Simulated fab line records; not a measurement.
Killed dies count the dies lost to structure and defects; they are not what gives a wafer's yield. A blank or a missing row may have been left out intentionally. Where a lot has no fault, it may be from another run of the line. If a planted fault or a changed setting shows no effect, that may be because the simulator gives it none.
The same fault as seen by 2 desks	flow sky130	numbers are kept per desk, each desk with only its own; the story behind them comes last

== DESK OF THE TOOL OWNER: rtp anneal-02 ==
At SKY_SD_N_RTA_14 (time 2 s), the tool's own readings, given per lot that ran on this tool as the mean of the sampled wafers with a number. If a lot's mean is further than 4 standard deviations from the usual mean, the lot is out of limits and carries the mark OUT (the distance appears in the brackets).
Columns: A = lamp power pct at SKY_SD_N_RTA_14, usual 15.73 %; B = wafer_temp_C_max at SKY_SD_N_RTA_14, usual 1078.0
lot	first seen here	A	B
L222	day 27 15:16	15.67	1078.1
L228	day 30 14:03	15.77	1078.9
L232	day 31 14:08	15.74	1077.2
L234	day 32 04:19	15.73	1076.8
L236	day 32 17:07	15.74	1077.0
Result from this desk: across the 5 lots, nothing is out of limits.

== METROLOGY DESK ==
Means of the sampled wafers that have a number, per lot and without regard to the tool the lot ran on: this is what the gauges read. If a lot's mean is further than 4 standard deviations from the usual mean, the lot is out of limits and carries the mark OUT (the distance appears in the brackets).
Columns: A = cd nm at SKY_POLY_CUT_CD_MEAS_08, usual 269.5 nm; B = SD_N_OVL at SKY_SD_N_OVL_MEAS_08, usual -0.6 nm; C = SD_N_RS at SKY_SD_N_RS_MEAS_16, usual 68.58 ohm/sq; D = SD_P_RS at SKY_SD_N_RS_MEAS_17, usual 147.7 ohm/sq
lot	first seen here	A	B	C	D
L222	day 23 22:37	269.0	-2.0	68.70	147.9
L227	day 26 13:53	272.9	0.1	68.62	147.9
L228	day 27 01:02	268.4	-0.1	68.69	147.9
L229	day 27 04:08	270.9	-0.5	68.49	147.5
L231	day 27 23:20	266.8	-1.1	68.45	147.3
L232	day 28 05:16	270.1	-2.0	68.76	148.5
L234	day 28 18:56	268.5	0.2	71.15 (+20) OUT	162.6 (+35) OUT
L236	day 29 10:31	268.8	-0.6	71.33 (+21) OUT	163.7 (+37) OUT
L240	day 32 04:33	269.1	-2.1	68.67	147.5
L239	day 32 04:58	271.2	-1.1	68.75	148.3
L242	day 32 05:17	270.4	-0.6	68.49	147.5
This desk finds L234, L236 out of limits, with the earliest case on L234 at day 32 04:29 (SD_N_RS at SKY_SD_N_RS_MEAS_16). In limits: L222, L227, L228, L229, L231, L232, L240, L239, L242.

== BROUGHT TOGETHER ==
An alarm was possible from the metrology desk at day 32 04:29, on L234, L236.
The desk of the tool owner found nothing out of limits.
On record at the tool owner's desk: L234, L236, within its limits.
SKY_SD_N_RTA_14 was run on rtp anneal-02 by each of the lots named.

== WHAT HAD BEEN PUT IN BY THE SIMULATOR ==
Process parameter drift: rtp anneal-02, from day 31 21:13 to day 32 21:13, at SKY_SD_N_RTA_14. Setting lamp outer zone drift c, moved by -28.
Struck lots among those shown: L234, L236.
Delay in hours, fault start to first out-of-limits reading, per desk: metrology desk 7.
